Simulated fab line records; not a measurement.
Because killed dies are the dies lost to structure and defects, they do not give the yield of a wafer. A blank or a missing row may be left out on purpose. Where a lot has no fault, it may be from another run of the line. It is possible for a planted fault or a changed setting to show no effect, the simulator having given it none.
Chamber matching -- flow gf180mcu -- GF_V1_CVD_02 on pecvd-01: 3 sister chambers
The step deposits SiO2 from TEOS, target thk 850 nm, time 94.851 s. 3 wafers are shown with their chamber, then 7 later ones without.

WAFERS WITH THEIR CHAMBER
wafer,chamber,heaterPowerOuterW (W)
L657.6,0,419
L659.1,1,564
L659.3,2,385

WAFERS WITHOUT THEIR CHAMBER
wafer,heaterPowerOuterW (W)
L659.4,346
L660.3,518
L660.4,557
L660.5,438
L661.1,442
L661.2,572
L661.4,307

THE CHAMBER EACH PASSED THROUGH
wafer,from the rows above,in truth
L659.4,can't be placed: 2 or 0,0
L660.3,can't be placed: 1 or 0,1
L660.4,1,1
L660.5,can't be placed: 0 or 2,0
L661.1,can't be placed: 0 or 2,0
L661.2,1,1
L661.4,can't be placed: 2 or 0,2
Correct placement for 2 of the 7. From these rows, 5 cannot be placed; in 5 the true chamber is one of the candidates. Wrongly placed: 0.
How it was worked out, from the rows above alone: a wafer's distance from a chamber is the root of the sum, over the readings, of the square of ((its reading less the chamber's mean) divided by the reading's scatter). If the next closest chamber is less than 2 further off than the closest, the wafer can't be placed; otherwise it belongs to the closest. For every chamber, the mean is computed from those of its wafers that are shown. The scatter (one wafer shown for each chamber): square how far every hidden wafer sits from the nearest shown wafer, average those squares and take the square root.
